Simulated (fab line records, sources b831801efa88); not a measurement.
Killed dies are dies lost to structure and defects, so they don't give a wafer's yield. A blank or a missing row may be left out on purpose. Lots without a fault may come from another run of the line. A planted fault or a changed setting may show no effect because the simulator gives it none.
Which tool did it? | flow sky130 | 11 lots, 33 wafers sampled, at 4 steps of a route of 708

WHAT THE GAUGES READ, wafer by wafer
SKY_POLY_GATE_THK_MEAS_01. Usual: POLY_GATE_CVD_00_THK 180.8 nm, standard deviation 1.6.
lot  | measured     | on            | POLY_GATE_CVD_00_THK (nm) | flag
L518 | day 13 22:34 | film_metro-03 | 179.8 180.3 181.3         |
L519 | day 14 09:29 | film_metro-03 | 178.4 179.2 177.9         |
L521 | day 14 19:28 | film_metro-02 | 181.2 180.4 180.6         |
L522 | day 15 09:01 | film_metro-01 | 180.7 183.9 181.7         |
L523 | day 16 03:48 | film_metro-02 | 184.1 182.6 181.3         |
L525 | day 16 20:32 | film_metro-03 | 180.7 180.3 181.6         |
L524 | day 16 22:04 | film_metro-01 | 181.0 183.6 183.7         |
L534 | day 20 03:01 | film_metro-03 | 180.1 179.5 182.0         |
L536 | day 20 09:02 | film_metro-02 | 179.4 180.0 180.4         |
L537 | day 20 16:24 | film_metro-01 | 183.9 182.0 180.8         |
L538 | day 21 03:55 | film_metro-01 | 179.8 180.5 181.7         |

SKY_VIA4_BOW_MEAS_03. Usual: VIA4_BOW 78 um, standard deviation 9.
lot  | measured     | on            | VIA4_BOW (um) | flag
L518 | day 41 18:35 | film_metro-04 | 92 79 78      |
L519 | day 42 06:14 | film_metro-01 | 95 79 86      |
L521 | day 42 12:38 | film_metro-04 | 95 84 86      |
L522 | day 43 12:41 | film_metro-01 | 89 80 86      |
L523 | day 43 17:43 | film_metro-04 | 82 81 70      |
L525 | day 44 04:04 | film_metro-01 | 87 84 87      |
L524 | day 44 04:40 | film_metro-01 | 61 62 75      |
L534 | day 46 13:19 | film_metro-04 | 77 81 75      |
L536 | day 46 19:08 | film_metro-01 | 83 70 72      |
L537 | day 46 21:58 | film_metro-02 | 71 80 70      |
L538 | day 47 01:59 | film_metro-02 | 67 61 70      |

WHICH TOOL RAN EACH LOT (tool, then ch and the chambers of the sampled wafers, then the start)
lot  | SKY_VIA2_ETCH_14                   | SKY_VIA2_STRIP_16
L518 | rie_diel-01 ch 0,1, day 36 06:16   | plasma_asher-03 ch 0,1, day 36 06:22
L519 | rie_diel-02 ch 1,2,3, day 36 18:13 | plasma_asher-01 ch 0,1, day 36 18:19
L521 | rie_diel-02 ch 0,1,3, day 37 00:16 | plasma_asher-03 ch 0,1, day 37 00:24
L522 | rie_diel-04 ch 0,1,3, day 38 05:07 | plasma_asher-01 ch 0,1, day 38 05:15
L523 | rie_diel-02 ch 2,3, day 38 08:49   | plasma_asher-02 ch 0,1, day 38 08:55
L525 | rie_diel-01 ch 0,2,3, day 38 20:10 | plasma_asher-02 ch 0,1, day 38 20:16
L524 | rie_diel-04 ch 0,1, day 38 20:23   | plasma_asher-02 ch 0,1, day 38 20:34
L534 | rie_diel-04 ch 0,3, day 41 12:16   | plasma_asher-01 ch 0,1, day 41 12:24
L536 | rie_diel-01 ch 0,1,3, day 41 20:55 | plasma_asher-01 ch 0,1, day 41 21:01
L537 | rie_diel-01 ch 0,3, day 42 00:13   | plasma_asher-02 ch 1, day 42 00:19
L538 | rie_diel-01 ch 2,3, day 42 05:49   | plasma_asher-01 ch 0,1, day 42 05:57
- SKY_VIA2_ETCH_14: etches BARC in N2/H2, stops on SiO2, time 45.9 s, target depth 60 nm.
- SKY_VIA2_STRIP_16: strips in O2/N2.

WHAT THE TOOLS THEMSELVES READ (means of the sampled wafers that have a number; where no wafer has one, the mark that the record gives instead)
SKY_VIA2_ETCH_14. Usual: drypump_motor_current_A 5.7 A, standard deviation 0.42; oes_product_au 0.854 a.u., standard deviation 0.0047; throttle_valve_pct 13.224 %, standard deviation 0.0082.
lot  | tool        | drypump_motor_current_A (A) | oes_product_au (a.u.) | throttle_valve_pct (%) | flag
L518 | rie_diel-01 | 5.6                         | 0.852                 | 13.220                 |
L519 | rie_diel-02 | 5.7                         | 0.853                 | 13.225                 |
L521 | rie_diel-02 | 5.5                         | 0.853                 | 13.235                 |
L522 | rie_diel-04 | 5.4                         | 0.859                 | 13.215                 |
L523 | rie_diel-02 | 5.8                         | 0.860                 | 13.225                 |
L525 | rie_diel-01 | 5.8                         | 0.850                 | 13.223                 |
L524 | rie_diel-04 | 5.8                         | 0.855                 | 13.226                 |
L534 | rie_diel-04 | 5.6                         | 0.853                 | 13.226                 |
L536 | rie_diel-01 | 5.6                         | 0.858                 | 13.218                 |
L537 | rie_diel-01 | 5.8                         | 0.858                 | 13.228                 |
L538 | rie_diel-01 | 6.0                         | 0.857                 | 13.223                 |

SKY_VIA2_STRIP_16. Usual: drypump_motor_current_A 5.4 A, standard deviation 0.4; oes_product_au 0.399 a.u., standard deviation 0.0044; strip_time_to_endpoint_s 4.063 s, standard deviation 0.026.
lot  | tool            | drypump_motor_current_A (A) | oes_product_au (a.u.) | strip_time_to_endpoint_s (s) | flag
L518 | plasma_asher-03 | 6.1                         | 0.400                 | 4.052                        |
L519 | plasma_asher-01 | 5.3                         | 0.395                 | 4.022                        |
L521 | plasma_asher-03 | 6.1                         | 0.397                 | 4.025                        |
L522 | plasma_asher-01 | 5.3                         | 0.401                 | 4.068                        |
L523 | plasma_asher-02 | 5.1                         | 0.398                 | 4.068                        |
L525 | plasma_asher-02 | 5.1                         | 0.403                 | 4.068                        |
L524 | plasma_asher-02 | 5.1                         | 0.398                 | 4.069                        |
L534 | plasma_asher-01 | 5.4                         | 0.403                 | 4.011                        |
L536 | plasma_asher-01 | 5.3                         | 0.400                 | 4.047                        |
L537 | plasma_asher-02 | 5.6                         | 0.396                 | 4.073                        |
L538 | plasma_asher-01 | 5.3                         | 0.403                 | 4.085                        |

THE ANSWER, worked out from the rows above alone
Rule: a lot is off if the mean of its wafers that have a number lies more than 3 standard deviations from the usual mean. A lot without any number at a reading at which 4 lots or more have one is off too. The other lots that the step has rows for count as sound. The gauges are gone through in route order, then the tools' own readings, and for those a lot's mean is taken as printed above. The first step at which some lot is off is used, and at that step the reading that is off furthest; a lot without a number counts as furthest.
No lot is off at any reading shown: from this, nothing can be told.

WHAT THE SIMULATOR HAD PUT IN
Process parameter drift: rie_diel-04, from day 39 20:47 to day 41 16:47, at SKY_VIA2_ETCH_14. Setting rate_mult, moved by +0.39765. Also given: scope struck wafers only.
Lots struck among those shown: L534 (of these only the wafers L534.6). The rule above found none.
